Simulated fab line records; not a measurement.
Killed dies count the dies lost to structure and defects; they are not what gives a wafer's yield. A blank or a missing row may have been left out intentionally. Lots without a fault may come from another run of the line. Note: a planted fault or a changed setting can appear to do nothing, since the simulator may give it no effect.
A sampling plan put to the test -- flow gf180mcu -- 11 faults told of in these records, all on one fab line, each judged by the records of the lots it struck
Plan = the line's own looks (route steps where a gauge or an inspection reads the wafer without altering it). A look can be judged if struck wafers have a number there and the file gives its usual mean and standard deviation on fault-free wafers. Caught: at a look after the fault's first step, the mean of the struck wafers lies 4 or more of those standard deviations (sigma) from the usual mean. On the tool: the fault's steps, tested the same way using the tool's own readings. It also counts as caught if the struck wafers ran another recipe or if their record alone is blank.

THE FAULTS, as the simulator had put them in
1. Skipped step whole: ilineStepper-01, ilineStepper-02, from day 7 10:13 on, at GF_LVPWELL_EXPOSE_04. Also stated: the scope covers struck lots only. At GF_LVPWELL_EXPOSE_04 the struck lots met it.
2. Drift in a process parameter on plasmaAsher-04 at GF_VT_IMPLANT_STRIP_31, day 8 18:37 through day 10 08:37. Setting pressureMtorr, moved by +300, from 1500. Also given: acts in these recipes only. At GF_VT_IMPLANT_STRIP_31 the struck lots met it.
3. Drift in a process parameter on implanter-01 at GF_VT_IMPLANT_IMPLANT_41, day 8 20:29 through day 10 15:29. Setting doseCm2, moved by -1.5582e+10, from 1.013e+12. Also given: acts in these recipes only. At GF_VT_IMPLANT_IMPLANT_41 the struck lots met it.
4. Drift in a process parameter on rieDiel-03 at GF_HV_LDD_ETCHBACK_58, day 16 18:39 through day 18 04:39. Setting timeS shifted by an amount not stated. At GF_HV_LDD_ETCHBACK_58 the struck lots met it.
5. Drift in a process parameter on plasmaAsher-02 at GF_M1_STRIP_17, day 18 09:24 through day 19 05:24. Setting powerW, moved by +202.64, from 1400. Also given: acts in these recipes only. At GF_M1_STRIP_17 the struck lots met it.
6. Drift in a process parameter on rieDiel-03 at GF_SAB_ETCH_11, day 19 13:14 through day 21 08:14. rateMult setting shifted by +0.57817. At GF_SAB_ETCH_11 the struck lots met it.
7. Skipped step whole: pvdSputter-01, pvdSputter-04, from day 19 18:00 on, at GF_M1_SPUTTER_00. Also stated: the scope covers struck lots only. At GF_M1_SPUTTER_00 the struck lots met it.
8. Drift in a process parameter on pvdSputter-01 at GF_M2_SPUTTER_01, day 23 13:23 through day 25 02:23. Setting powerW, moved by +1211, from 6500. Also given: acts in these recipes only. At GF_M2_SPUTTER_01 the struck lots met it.
9. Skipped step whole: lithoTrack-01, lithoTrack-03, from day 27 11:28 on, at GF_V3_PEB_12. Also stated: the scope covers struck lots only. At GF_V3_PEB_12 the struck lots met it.
10. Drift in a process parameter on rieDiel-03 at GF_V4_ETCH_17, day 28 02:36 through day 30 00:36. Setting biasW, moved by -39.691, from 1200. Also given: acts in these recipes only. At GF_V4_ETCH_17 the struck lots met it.
11. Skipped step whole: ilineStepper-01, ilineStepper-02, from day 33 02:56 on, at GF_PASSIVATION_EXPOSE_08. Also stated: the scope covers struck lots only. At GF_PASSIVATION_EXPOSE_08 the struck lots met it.

WHAT THE PLAN SAW
fault,on the tool itself,first look that catches it,"reading, sigma",median hours from its first step to that look,hours from the fault's start to the first struck lot there,judged looks passed uncaught
1,no reading that can be judged,none of the 2 looks that can be judged after it,-,-,-,2
2,chamberPressureMTorr +99 or beyond sigma,not the one look that can be judged after it,-,-,-,1
3,doseIonsCm2 -13 sigma,no look after it can be judged,-,-,-,0
4,runLengthS +55 sigma,none of the 2 looks that can be judged after it,-,-,-,2
5,stripTimeToEndpointS -11 sigma,not the one look that can be judged after it,-,-,-,1
6,oesProductAu +37 sigma,not the one look that can be judged after it,-,-,-,1
7,the tool's record is blank for the struck wafers,none of the 2 looks that can be judged after it,-,-,-,2
8,cathodeDcPowerW +99 or beyond sigma,no look after it can be judged,-,-,-,0
9,the tool's record is blank for the struck wafers,no look after it can be judged,-,-,-,0
10,biasW -9.8 sigma,no look after it can be judged,-,-,-,0
11,no reading that can be judged,no look after it can be judged,-,-,-,0
Dash: fault not caught, or number not given in these records.

Caught at a look: 0 of 11. Caught on the tool: 9 of 11. By one or the other: 9 of 11.
Faults caught by the tool alone: 2, 3, 4, 5, 6, 7, 8, 9, 10.
Caught by neither: faults 1, 11.
